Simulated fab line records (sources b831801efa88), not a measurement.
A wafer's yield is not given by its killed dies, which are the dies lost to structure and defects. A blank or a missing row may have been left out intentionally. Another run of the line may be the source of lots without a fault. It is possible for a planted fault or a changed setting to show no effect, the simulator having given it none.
Which tool did it?    flow sky130    13 lots, 39 wafers sampled, at 4 steps of a route of 708

## WHAT EACH GAUGE READ, for each wafer
SKY_NWELL_OVL_MEAS_10.
lot   measured      on          NWELL_00_OVL (nm)
L993  day 5 05:05   overlay-01  -0.9 -0.1 -2.1
L995  day 5 06:11   overlay-01  0.4 1.8 2.2
L996  day 5 12:23   overlay-02  0.2 3.7 1.6
L997  day 5 13:50   overlay-02  2.2 2.6 0.5
L105  day 7 15:36   overlay-01  -0.8 0.4 -2.5
L107  day 8 02:32   overlay-01  0.3 0.2 0.7
L109  day 8 20:38   overlay-01  -0.5 -1.6 0.4
L110  day 9 01:23   overlay-02  0.4 2.2 0.6
L111  day 9 03:14   overlay-02  3.3 1.3 0.5
L112  day 9 09:12   overlay-02  1.8 2.6 2.4
L113  day 9 14:02   overlay-01  1.2 2.3 1.1
L115  day 10 07:55  overlay-02  0.0 1.4 -0.9
L116  day 10 15:06  overlay-01  0.1 0.1 -1.1

SKY_VT_ADJUST_HVTP_OVL_MEAS_08.
lot   measured      on          VT_ADJUST_HVTP_OVL (nm)
L993  day 6 19:59   overlay-02  0.9 -0.8 1.3
L995  day 6 22:37   overlay-01  -0.6 -0.6 0.6
L996  day 7 04:26   overlay-01  0.0 -0.4 -0.2
L997  day 7 05:02   overlay-01  -0.3 -1.0 -0.7
L105  day 9 09:42   overlay-02  3.5 1.5 3.2
L107  day 9 23:25   overlay-01  0.8 0.3 -2.7
L109  day 10 19:25  overlay-01  -2.0 -1.0 -0.4
L110  day 10 23:43  overlay-01  1.4 1.7 0.9
L111  day 11 02:07  overlay-02  -1.3 -1.7 -0.2
L112  day 11 07:36  overlay-01  3.2 3.1 0.7
L113  day 11 13:07  overlay-01  -0.4 -1.7 -1.0
L115  day 12 10:11  overlay-01  -1.1 2.8 -1.5
L116  day 12 17:16  overlay-02  1.5 1.1 0.6

SKY_VT_ADJUST_LVTN_OVL_MEAS_07.
lot   measured      on          VT_ADJUST_LVTN_OVL (nm)
L993  day 7 17:17   overlay-02  0.1 1.0 2.7
L995  day 7 19:25   overlay-02  -1.6 0.2 -1.2
L996  day 8 01:00   overlay-01  0.7 -0.4 1.7
L997  day 8 01:29   overlay-01  1.8 1.6 2.9
L105  day 10 07:49  overlay-01  0.4 -1.7 1.0
L107  day 10 23:07  overlay-01  1.1 0.7 1.5
L109  day 11 20:23  overlay-02  -0.9 -1.0 -1.1
L110  day 11 23:54  overlay-01  -0.7 0.5 1.4
L111  day 12 03:06  overlay-02  -0.7 -0.5 -3.0
L112  day 12 09:00  overlay-01  0.5 1.3 1.7
L113  day 12 13:39  overlay-01  0.7 -0.4 -0.1
L115  day 13 11:58  overlay-01  -0.2 0.9 0.2
L116  day 13 19:21  overlay-02  0.5 -0.7 -0.9

## WHAT TOOL EACH LOT RAN ON (gives the tool, then ch and the chambers of the sampled wafers, and finally the start)
lot   SKY_PWDE_EXPOSE_04
L993  iline_stepper-02 ch 0, day 4 02:23
L995  iline_stepper-01 ch 0, day 4 03:51
L996  iline_stepper-02 ch 0, day 4 09:04
L997  iline_stepper-01 ch 0, day 4 10:19
L105  iline_stepper-01 ch 0, day 6 08:50
L107  iline_stepper-02 ch 0, day 6 20:07
L109  iline_stepper-01 ch 0, day 7 13:52
L110  iline_stepper-01 ch 0, day 7 17:49
L111  iline_stepper-02 ch 0, day 7 19:59
L112  iline_stepper-01 ch 0, day 8 00:32
L113  iline_stepper-02 ch 0, day 8 03:41
L115  iline_stepper-02 ch 0, day 8 22:32
L116  iline_stepper-02 ch 0, day 9 04:01
- SKY_PWDE_EXPOSE_04: exposes mask PWDEM, target cd 840 nm.

## AS READ BY THE TOOLS THEMSELVES (means over the sampled wafers that have a number; for cases with no such wafer, the mark the record gives instead)
SKY_PWDE_EXPOSE_04.
lot   tool              exposure_dose_mJ_cm2  stage_vel_mm_s (mm/s)
L993  iline_stepper-02  213.94                499.87
L995  iline_stepper-01  213.93                500.16
L996  iline_stepper-02  213.81                499.98
L997  iline_stepper-01  214.17                500.07
L105  iline_stepper-01  213.82                500.20
L107  iline_stepper-02  214.01                500.60
L109  iline_stepper-01  213.93                500.39
L110  iline_stepper-01  213.79                500.31
L111  iline_stepper-02  214.06                499.95
L112  iline_stepper-01  214.12                500.22
L113  iline_stepper-02  213.70                499.87
L115  iline_stepper-02  214.28                500.05
L116  iline_stepper-02  214.10                499.85

## THE ANSWER, worked out from the rows above alone
Rule: the usual values come from the lots themselves. The widest of any qualifying gaps counts: lots, ordered by their means at a reading, are off when they make up no more than a third of the lots, leave a main group of 4 or more, and stand apart from it by 3 or more times the standard deviation of that group's means. If all means in a main group match to the digits the tables above print for the reading, that group is not used. Also off: a lot with no number at a reading for which 4 or more lots have one. Any other lot the step has rows for is counted as sound. After the gauges, taken in route order, come the tools' own readings; for these a lot's mean is taken, as printed above. At the first step where some lot is off, the reading lying furthest off is the one used; lots without a number count as furthest.
Across all readings shown, no lot is off: no conclusion can be drawn from this.

## WHAT HAD BEEN PUT IN BY THE SIMULATOR
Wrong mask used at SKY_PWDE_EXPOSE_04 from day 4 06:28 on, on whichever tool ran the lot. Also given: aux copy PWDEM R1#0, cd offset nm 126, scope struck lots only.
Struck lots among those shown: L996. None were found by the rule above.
